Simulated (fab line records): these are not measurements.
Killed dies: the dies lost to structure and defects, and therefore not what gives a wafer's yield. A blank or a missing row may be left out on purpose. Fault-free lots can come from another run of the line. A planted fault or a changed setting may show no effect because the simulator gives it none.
Struck lot and sound lot, side by side    flow sky130    26 steps out of a route of 708
Sound: wafers L698.1, L698.5, L698.6. Struck: wafer L702.2. (L702.4, L702.6 of the same lot were not struck and are left out.) The cause comes at the end.
At each step with rows: each side's tool, then ch and its chambers, then its first start. Under that, the readings that differ: sound wafers    struck wafers    difference of the means    sigmas: that difference in standard deviations of wafers without a fault.
alike: words and numbers the same on both sides, and readings whose means are apart by under 2 such deviations; not compared: readings that were withheld, readings missing a value for some wafer, numbers with overlapping values and no deviation given by the record, and bounds like >300 which may hide the same value.
A row with sigmas, a row that says differs or no value, or rows on one side alone: a step with any of these is where the two part. When numbers do not overlap yet have no deviation, they are printed without sigmas and do not part them. A reading that every wafer of one side lacks parts them only if that side has two wafers or more.

first, 6 steps without rows for these wafers: SKY_SD_N_IMPLANT_10; SKY_SD_N_STRIP_11 (strips in O2/N2); SKY_SD_N_CLEAN_13 (cleans in SC1/SC2, time 150 s); SKY_SD_N_RTA_14 (time 2 s); SKY_SALICIDE_CLEAN_00 (cleans in HF-last, time 30 s); SKY_LI_CONTACT_HDPCVD_00 (deposits PSG, target thk 930 nm, time 155 s).
SKY_LI_CONTACT_CMP_02: polishes PSG.
  sound on cmp-01 ch 0,3, day 28 05:54; struck on cmp-01 ch 3, day 29 12:10
reading                                        sound            struck  difference  sigmas
time_to_endpoint_s (s)                         32.5 29.2 31.6   23.3    -7.8        -3
model.PSG_of_LI_CONTACT_HDPCVD_00.thk_nm (nm)  598 597.8 598.2  747.6   +149.6      
  alike: motor_current_A
then, 9 steps without rows for these wafers: SKY_LI_CONTACT_DEHYDRATE_04 (time 60 s); SKY_LI_CONTACT_HMDS_05 (prime time 60 s); SKY_LI_CONTACT_COAT_06 (resist thk 60 nm); SKY_LI_CONTACT_COAT_07 (resist thk 450 nm); SKY_LI_CONTACT_SOFTBAKE_08 (time 90 s); SKY_LI_CONTACT_EXPOSE_09 (exposes mask LICM1, target cd 170 nm); SKY_LI_CONTACT_PEB_10; SKY_LI_CONTACT_DEVELOP_11 (develop time 60 s); SKY_LI_CONTACT_ETCH_14 (etches BARC in N2/H2, stops on SiO2, time 45.9 s, target depth 60 nm).
SKY_LI_CONTACT_ETCH_15: etches PSG in C4F8/O2/Ar, stops on Si, target depth 600 nm.
  sound on rie_diel-04 ch 1,2, day 29 09:46; struck on rie_diel-04 ch 1, day 30 16:25
reading                                 sound              struck  difference  sigmas
oes_product_au (a.u.)                   0.827 0.832 0.843  0.951   +0.117      +22
model.etch.depth_nm (nm)                598 597.8 598.2    747.6   +149.6      
model.LI_CONTACT.feature_depth_nm (nm)  598 597.8 598.2    747.6   +149.6      
then, 6 steps without rows for these wafers: SKY_LI_CONTACT_STRIP_16 (strips in O2/N2); SKY_LI_CONTACT_CLEAN_17 (cleans in NMP, time 600 s); SKY_LI_CONTACT_PRE_CLEAN_18 (time 5.6 s); SKY_LI_CONTACT_SPUTTER_19 (material Ti, target thk 20 nm, time 106.37 s); SKY_LI_CONTACT_SPUTTER_20 (material TiN, target thk 20 nm, time 80 s); SKY_LI_CONTACT_CVD_21 (deposits W, target thk 400 nm, time 120.56 s).
SKY_LI_CONTACT_CMP_24: polishes, stops on PSG, t overpolish 20 s, target thk 0 nm.
  sound on cmp-02 ch 1,2, day 29 10:36; struck on cmp-01 ch 1, day 30 17:28
reading                                        sound              struck  difference  sigmas
model.PSG_of_LI_CONTACT_HDPCVD_00.thk_nm (nm)  588.6 588.3 588.7  738.2   +149.7      
  alike: motor_current_A
then, 1 step without rows for these wafers: SKY_LOCAL_INTERCONNECT_SPUTTER_00 (material TiN, target thk 100 nm, time 83.3 s).
-- a jump in the record: the struck wafers' starts before and after are 16 days apart (it breaks off in module LOCAL_INTERCONNECT and resumes in module PAD_OPEN, where the first step shown is number 708 of the route) --
SKY_PAD_OPEN_PROBE_99:
  struck on prober-02, day 46 22:29; sound on prober-02, day 45 22:56
reading                                  sound              struck  difference  sigmas
model.etest.licon_pdiff.rc_ohm           573.6 589.2 586    679.4   +96.5       
model.etest.pfet_01v8.r_on_ohm_um        2874 2768 2816     2975    +156        
model.etest.nfet_g5v0d10v5.r_on_ohm_um   1891 1860 1883     1917    +39         
model.etest.nfet_01v8.r_on_ohm_um        872.6 851.7 860.7  882.7   +21.0       
model.etest.licon_ndiff.rc_ohm           186.8 179.7 181.3  230.1   +47.5       
model.etest.licon_high_po.rc_ohm         360.6 355.8 342.6  385.2   +32.2       
model.etest.sonos_uncharged.r_on_ohm_um  812.4 812.4 819.5  834     +19         
model.etest.cap_li_to_poly.c_af_um2      100.3 98.29 100.5  67.86   -31.84      
  alike: killed_at_M0_to_M3, killed_at_M4_up, killed_at_contacts, killed_at_front_end, killed_at_other, killed_dies, killed_open, killed_short

## WHERE THEY PART
First at SKY_LI_CONTACT_CMP_02; last, within this record, at SKY_LI_CONTACT_ETCH_15. Later steps at which nothing parts them and some readings are alike: SKY_LI_CONTACT_CMP_24, SKY_PAD_OPEN_PROBE_99.

WHY: whatever the simulator had introduced
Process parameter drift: cmp-01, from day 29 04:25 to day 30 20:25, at SKY_LI_CONTACT_CMP_02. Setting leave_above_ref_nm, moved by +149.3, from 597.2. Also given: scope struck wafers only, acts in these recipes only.
